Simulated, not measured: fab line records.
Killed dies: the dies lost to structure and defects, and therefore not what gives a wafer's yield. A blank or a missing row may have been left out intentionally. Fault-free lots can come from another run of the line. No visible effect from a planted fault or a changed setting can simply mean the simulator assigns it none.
The same fault as seen by 2 desks    flow gf180mcu    only its own numbers are on each desk; what lay behind them is given at the end

## AT THE METROLOGY DESK
Means of the sampled wafers that have a number, per lot and without regard to the tool the lot ran on: this is what the gauges read. Any lot whose mean is over 4 standard deviations away from the usual mean is out of limits and marked OUT; that distance is given in the brackets.
Columns: A = STI_OXIDATION_02_THK at GF_STI_THK_MEAS_30, usual 9.99 nm; B = DNWELL_TW at GF_DNWELL_TW_MEAS_09, usual 1354
lot   first seen here  A      B
L561  day 2 07:18      10.20  1346
L563  day 2 16:47      10.06  1360
L565  day 3 06:05      10.01  1540 (+14) OUT
L566  day 3 09:19      9.76   1542 (+14) OUT
L575  day 5 05:49      10.07  1363
L578  day 6 01:16      9.89   1362
L579  day 6 07:35      10.04  1354
L580  day 6 11:48      10.42  1343
L581  day 6 21:28      9.98   1345
L582  day 7 07:19      9.68   1375
L583  day 7 07:19      9.68   1363
L584  day 7 11:22      10.20  1330
Finding of this desk: L565, L566 out of limits, first seen on L565 at day 3 19:31 (DNWELL_TW at GF_DNWELL_TW_MEAS_09). L561, L563, L575, L578, L579, L580, L581, L582, L583, L584: within limits.

## THE TOOL OWNER'S DESK: implanter-03
For each lot that ran on this tool, the mean over its sampled wafers that have a number, from the tool's own readings at GF_DNWELL_IMPLANT_07. Any lot whose mean is over 4 standard deviations away from the usual mean is out of limits and marked OUT; that distance is given in the brackets.
Columns: A = beamOnS at GF_DNWELL_IMPLANT_07, usual 10.00 s; B = doseIonsCm2 at GF_DNWELL_IMPLANT_07, usual 1.0001e+13; C = faradayCurrentUA at GF_DNWELL_IMPLANT_07, usual 56.4
lot   first seen here  A      B                             C
L561  day 2 19:44      9.85   9.9923e+12                    57.1
L563  day 3 05:41      9.80   1.0009e+13                    57.4
L565  day 3 19:17      10.09  1.4995e+13 (+99 or more) OUT  83.8 (+25) OUT
L566  day 3 22:16      10.05  1.4995e+13 (+99 or more) OUT  84.0 (+25) OUT
L579  day 6 21:24      10.14  1.0000e+13                    55.7
L582  day 7 23:23      10.05  9.9993e+12                    56.0
L584  day 8 03:15      10.20  1.0012e+13                    55.4
This desk's verdict: out of limits on L565, L566, starting with L565 at day 3 19:17 (doseIonsCm2 at GF_DNWELL_IMPLANT_07). L561, L563, L579, L582, L584: within limits.

## TAKEN TOGETHER
On L565, L566, at day 3 19:17, an alarm was possible from the tool owner's desk.
Metrology desk: alarm possible at day 3 19:31 on L565, L566.
All the named lots went through GF_DNWELL_IMPLANT_07 on implanter-03.

## WHAT THE SIMULATOR HAD PUT IN
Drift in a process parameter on implanter-03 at GF_DNWELL_IMPLANT_07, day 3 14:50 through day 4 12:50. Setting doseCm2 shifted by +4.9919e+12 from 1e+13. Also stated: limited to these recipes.
Shown lots that were struck: L565, L566.
Fault start to first reading out of limits, in hours, per desk: tool owner, 4; metrology, 5.
